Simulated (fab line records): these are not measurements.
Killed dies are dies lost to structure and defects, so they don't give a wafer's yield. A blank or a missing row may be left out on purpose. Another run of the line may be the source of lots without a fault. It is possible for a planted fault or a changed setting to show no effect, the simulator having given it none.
A struck lot beside a sound one -- flow sky130 -- 34 out of 708 route steps
Sound: wafers L324.1, L324.2, L324.3. Struck: wafer L339.4 (L339.2, L339.6, from the same lot, were not struck and are left out); the cause is given at the end.
For every step that has rows: the tool of each side, followed by ch and its chambers, followed by its first start. Under that, the readings that differ: sound wafers -- struck wafers -- difference of the means -- sigmas: that difference in standard deviations of wafers without a fault.
alike: a reading whose means differ by less than 2 such deviations, as well as words and numbers matching on both sides. not compared: withheld readings; readings where some wafer has no value; bounds like >300 that might hide an equal value; numbers whose values overlap and for which the record gives no deviation.
Wherever a step has rows on one side only, a row that says differs or no value, or a row with sigmas, the two part there. Non-overlapping numbers with no deviation appear without sigmas and do not part them. Lack of a reading on every wafer of one side parts them only where that side has two or more wafers.

first, 4 steps without rows for these wafers: SKY_METAL5_SOFTBAKE_10 (time 60 s); SKY_METAL5_EXPOSE_11 (exposes mask MM5, target cd 1600 nm); SKY_METAL5_PEB_12; SKY_METAL5_DEVELOP_13 (develop time 60 s).
SKY_METAL5_DESCUM_14: chemistry O2, time 11 s.
  sound on rie-metal-04 ch 0,1, day 43 21:48; struck on rie-metal-01 ch 0, day 48 14:43
reading,sound,struck,difference,sigmas
drypump-motor-current-A (A),6.1 6.3 6.1,5.5,-0.7,-2
  alike: oes-product-au
  not compared: rf-hours-counter-h
SKY_METAL5_METAL_ETCH_15: etches the open film in Cl2/BCl3, stops on SiO2, target depth 1260 nm, time 252 s.
  sound on rie-metal-04 ch 0,1, day 43 21:50; struck on rie-metal-01 ch 0, day 48 14:44
reading,sound,struck,difference,sigmas
drypump-motor-current-A (A),6.1 6.4 6.1,5.5,-0.7,-2
  alike: oes-product-au, throttle-valve-pct
  not compared: rf-hours-counter-h
then, 4 steps without rows for these wafers: SKY_METAL5_STRIP_16 (strips in O2/N2); SKY_METAL5_STRIP_17 (strips in post etch residue remover, time 1200 s); SKY_METAL5_CLEAN_18 (cleans in IPA, time 180 s); SKY_METAL5_CLEAN_19 (cleans in O3/DIW).
SKY_PASSIVATION_CVD_00: deposits SiO2, target thk 90 nm.
  sound on pecvd-03 ch 0,1,2, day 43 22:40; struck on pecvd-04 ch 2, day 48 15:34
  alike: heater-power-w, susceptor-temp-C
SKY_PASSIVATION_THK_MEAS_01:
  struck on film-metro-03, day 48 15:37; sound on film-metro-04, day 43 22:41
  alike: PASSIVATION_CVD_00_THK
SKY_PASSIVATION_CVD_02: deposits Si3N4, target thk 540 nm.
  sound on pecvd-01 ch 1,2, day 43 22:44; struck on pecvd-01 ch 0, day 48 15:40
reading,sound,struck,difference,sigmas
model.Si3N4_of_PASSIVATION_CVD_02.thk-nm (nm),527.4 539.8 545.6,592.4,+54.8,
  alike: heater-power-w, susceptor-temp-C
SKY_PASSIVATION_THK_MEAS_03:
  struck on film-metro-01, day 48 16:07; sound on film-metro-01, day 43 23:05
reading,sound,struck,difference,sigmas
PASSIVATION_CVD_02_THK (nm),527 540 546,593,+55,+8
  not compared: hold
then, 6 steps without rows for these wafers: SKY_PASSIVATION_HMDS_05 (prime time 60 s); SKY_PASSIVATION_COAT_06 (resist thk 3000 nm); SKY_PASSIVATION_SOFTBAKE_07; SKY_PASSIVATION_EXPOSE_08 (exposes mask NSM, target cd 3000 nm); SKY_PASSIVATION_PEB_09; SKY_PASSIVATION_DEVELOP_10 (develop time 60 s).
SKY_PASSIVATION_ETCH_11: etches the open film in CF4/O2, stops on AlCu, target depth 725 nm, time 161.1 s.
  sound on rie-diel-01 ch 0,1,3, day 44 21:47; struck on rie-diel-01 ch 0, day 49 10:26
reading,sound,struck,difference,sigmas
oes-product-au (a.u.),0.971 0.973 0.977,1.006,+0.032,+5
model.etch.depth-nm (nm),690.8 702.2 710.1,725.1,+24.1,
model.PASSIVATION.feature-depth-nm (nm),690.8 702.2 710.1,725.1,+24.1,
  alike: O2_flow_sccm, cf4-flow-sccm, drypump-motor-current-A, throttle-valve-pct
  not compared: rf-hours-counter-h
SKY_PASSIVATION_STRIP_12: strips in O2/N2.
  sound on plasma-asher-01 ch 0,1, day 44 21:53; struck on plasma-asher-01 ch 0, day 49 10:32
reading,sound,struck,difference,sigmas
strip-time-to-endpoint-s (s),31.41 31.44 31.36,31.71,+0.31,+2
  alike: drypump-motor-current-A, oes-product-au
  not compared: rf-hours-counter-h
then, 7 steps without rows for these wafers: SKY_PAD_OPEN_DEHYDRATE_00 (time 60 s); SKY_PAD_OPEN_HMDS_01 (prime time 60 s); SKY_PAD_OPEN_COAT_02 (resist thk 3000 nm); SKY_PAD_OPEN_SOFTBAKE_03; SKY_PAD_OPEN_EXPOSE_04 (exposes mask PDM, target cd 60000 nm); SKY_PAD_OPEN_PEB_05; SKY_PAD_OPEN_DEVELOP_06 (develop time 60 s).
SKY_PAD_OPEN_ETCH_07: etches the open film in CF4/O2, stops on AlCu, target depth 725 nm, time 161.1 s.
  sound on rie-diel-01 ch 1,2,3, day 45 18:15; struck on rie-diel-03 ch 2, day 50 04:33
reading,sound,struck,difference,sigmas
drypump-motor-current-A (A),5.7 6.4 5.8,4.8,-1.2,-2
model.etch.depth-nm (nm),690.8 702.2 710.1,725.6,+24.6,
model.PAD_OPEN.feature-depth-nm (nm),690.8 702.2 710.1,725.6,+24.6,
  alike: O2_flow_sccm, cf4-flow-sccm, oes-product-au, throttle-valve-pct
  not compared: rf-hours-counter-h
SKY_PAD_OPEN_STRIP_08: strips in O2/N2.
  sound on plasma-asher-01 ch 0,1, day 45 18:22; struck on plasma-asher-04 ch 1, day 50 04:40
  alike: drypump-motor-current-A, oes-product-au, strip-time-to-endpoint-s
  not compared: rf-hours-counter-h
SKY_PAD_OPEN_STRIP_09: strips in post etch residue remover, time 1200 s.
  sound on wet-bench-03 ch 2, day 45 18:28; struck on wet-bench-01 ch 0, day 50 04:46
reading,sound,struck,difference,sigmas
model.Si3N4_of_PASSIVATION_CVD_02.thk-nm (nm),527 539.4 545.3,592,+55,
then, 1 step without rows for these wafers: SKY_PAD_OPEN_CLEAN_10 (cleans in IPA, time 180 s).
SKY_PAD_OPEN_PROBE_99:
  struck on prober-01, day 50 07:11; sound on prober-01, day 45 20:41
  alike: defect-limited-yield, killed_at_M0_to_M3, killed_at_M4_up, killed-at-contacts, killed-at-front-end, killed-at-other, killed-dies, killed-open, killed-short, sort_bin_3_pad_short, sort_bin_5_function, sort_bin_6_memory, sort-n-pass, sort-yield-pct

WHERE THEY PART
First at SKY_METAL5_DESCUM_14; last, within this record, at SKY_PAD_OPEN_ETCH_07. Later steps at which nothing parts them and some readings are alike: SKY_PAD_OPEN_STRIP_08, SKY_PAD_OPEN_PROBE_99.

WHY: what had been put in by the simulator
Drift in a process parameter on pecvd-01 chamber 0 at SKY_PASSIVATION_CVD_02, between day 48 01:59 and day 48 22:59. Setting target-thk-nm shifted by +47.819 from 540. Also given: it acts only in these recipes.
